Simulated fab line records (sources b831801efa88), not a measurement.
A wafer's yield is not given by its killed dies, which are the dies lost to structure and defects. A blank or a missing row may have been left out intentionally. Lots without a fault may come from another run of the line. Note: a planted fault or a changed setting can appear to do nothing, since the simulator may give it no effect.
Chamber matching | flow gf180mcu | cmp-01 running GF_V1_CMP_04: 4 sister chambers
The step polishes SiO2. 4 wafers are shown with their chamber, then 8 later ones without.

WAFERS WITH THEIR CHAMBER
wafer  | chamber | motor current A (A)
L245.4 | 0       | 11.2
L247.2 | 1       | 12.2
L247.4 | 2       | 13.8
L248.1 | 3       | 12.3

WAFERS WITH NO CHAMBER GIVEN
wafer  | motor current A (A)
L248.2 | 12.2
L248.4 | 12.5
L249.3 | 12.3
L249.5 | 12.1
L249.6 | 11.7
L259.2 | 10.5
L259.5 | 12.6
L259.6 | 14.3

WHICH CHAMBER EACH WENT THROUGH
wafer  | from the rows above          | in truth
L248.2 | can't be placed: 1 or 3      | 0
L248.4 | can't be placed: 3 or 1      | 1
L249.3 | can't be placed: 3 or 1      | 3
L249.5 | can't be placed: 1 or 3      | 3
L249.6 | can't be placed: 0 or 1 or 3 | 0
L259.2 | 0                            | 0
L259.5 | can't be placed: 3 or 1      | 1
L259.6 | 2                            | 2
Correct placement for 2 of the 8. Cannot be placed on the basis of these rows: 6; the candidates contain the true chamber in 5. 0 placed wrongly.
How it was worked out, from the rows above alone: a wafer's distance from a chamber is the root of the sum, over the readings, of the square of ((its reading less the chamber's mean) divided by the reading's scatter). If the next closest chamber is less than 2 further off than the closest, the wafer can't be placed; otherwise it belongs to the closest. Each chamber's mean is taken over the wafers shown for it. The scatter: with one shown wafer a chamber, the root of the mean of the squares of how far each hidden wafer lies from its nearest shown one.
